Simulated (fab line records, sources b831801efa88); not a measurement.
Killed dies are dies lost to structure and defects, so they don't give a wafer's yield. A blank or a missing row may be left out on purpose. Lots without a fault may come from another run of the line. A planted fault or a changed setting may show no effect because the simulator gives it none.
A struck lot beside a sound one | flow sky130 | 15 steps out of a route of 708
Sound: wafers L426.1, L426.3, L426.6. Struck: wafers L415.1, L415.2, L415.3. The cause comes at the end.
At each step with rows: each side's tool, then ch and its chambers, then its first start. Under that, the readings that differ: sound wafers | struck wafers | difference of the means | sigmas: that difference in standard deviations of wafers without a fault.
alike: readings whose means differ by less than 2 such deviations, and words and numbers that are the same on both sides. not compared: withheld readings, readings that some wafer has no value for, bounds like >300 that may hide the same value, and numbers for which the record gives no deviation and whose values overlap.
The two part at a step that has a row with sigmas, a row that says differs or no value, or rows on one side only. Numbers that don't overlap but have no deviation are shown without sigmas and don't part them. A reading that every wafer of one side lacks parts them only if that side has two wafers or more.

first, 7 steps without rows for these wafers: SKY_LDD_LDN_DEHYDRATE_00 (time 60 s); SKY_LDD_LDN_HMDS_01 (prime time 60 s); SKY_LDD_LDN_COAT_02 (resist thk 1140 nm); SKY_LDD_LDN_SOFTBAKE_03 (time 60 s); SKY_LDD_LDN_EXPOSE_04 (exposes mask LDNTM, target cd 700 nm); SKY_LDD_LDN_PEB_05; SKY_LDD_LDN_DEVELOP_06 (develop time 60 s).
SKY_LDD_LDN_OVL_MEAS_07:
  sound on overlay-02, day 29 11:13; struck on overlay-01, day 25 03:00
  alike: LDD_LDN_OVL
then, 4 steps without rows for these wafers: SKY_LDD_LDN_IMPLANT_08; SKY_LDD_LDN_IMPLANT_09; SKY_LDD_LDN_IMPLANT_10; SKY_LDD_LDN_IMPLANT_11.
SKY_LDD_LDN_STRIP_12: strips in O2/N2.
  sound on plasma_asher-03 ch 0,1, day 29 11:50; struck on plasma_asher-04 ch 0,1, day 25 03:38
  no value came back on the struck wafers for chamber_pressure_mTorr (mTorr), drypump_motor_current_A (A), oes_product_au (a.u.), strip_time_to_endpoint_s (s); on the sound wafers chamber_pressure_mTorr (mTorr) reads 1500.6 1499.2 1501.6
  reading                                      | sound | struck         | difference | sigmas
  model.NOVOLAK_of_LDD_LDN_COAT_02.thk_nm (nm) | 0 0 0 | 1135 1138 1140 | +1138      |
  not compared: rf_hours_counter_h
SKY_LDD_LDN_TW_MEAS_13:
  sound on film_metro-04, day 29 11:56; struck on film_metro-04, day 25 03:44
  alike: LDD_LDN_TW
-- the record jumps here: 22 days lie between the struck wafers' starts before and after (it left off in module LDD_LDN and takes up again in module PAD_OPEN, whose first step shown is number 708 of the route) --
SKY_PAD_OPEN_PROBE_99:
  sound on prober-01, day 49 20:19; struck on prober-02, day 46 22:51
  reading             | sound    | struck                                                               | difference                   | sigmas
  hold                | - - -    | await_dispo/2.1h/scrap await_dispo/2.1h/scrap await_dispo/2.1h/scrap | no value on the sound wafers |
  killed_at_front_end | 25 12 7  | 425 420 425                                                          | +409                         | +93
  killed_dies         | 79 80 82 | 492 492 492                                                          | +412                         | +46
  killed_on_rim       | 10 16 15 | 96 96 96                                                             | +82                          | +20
  alike: killed_at_M0_to_M3, killed_at_M4_up, killed_at_contacts, killed_at_other, killed_open, killed_short

WHERE THEY PART
First at SKY_LDD_LDN_STRIP_12; last, within this record, at SKY_PAD_OPEN_PROBE_99.

WHY: what the simulator had put in
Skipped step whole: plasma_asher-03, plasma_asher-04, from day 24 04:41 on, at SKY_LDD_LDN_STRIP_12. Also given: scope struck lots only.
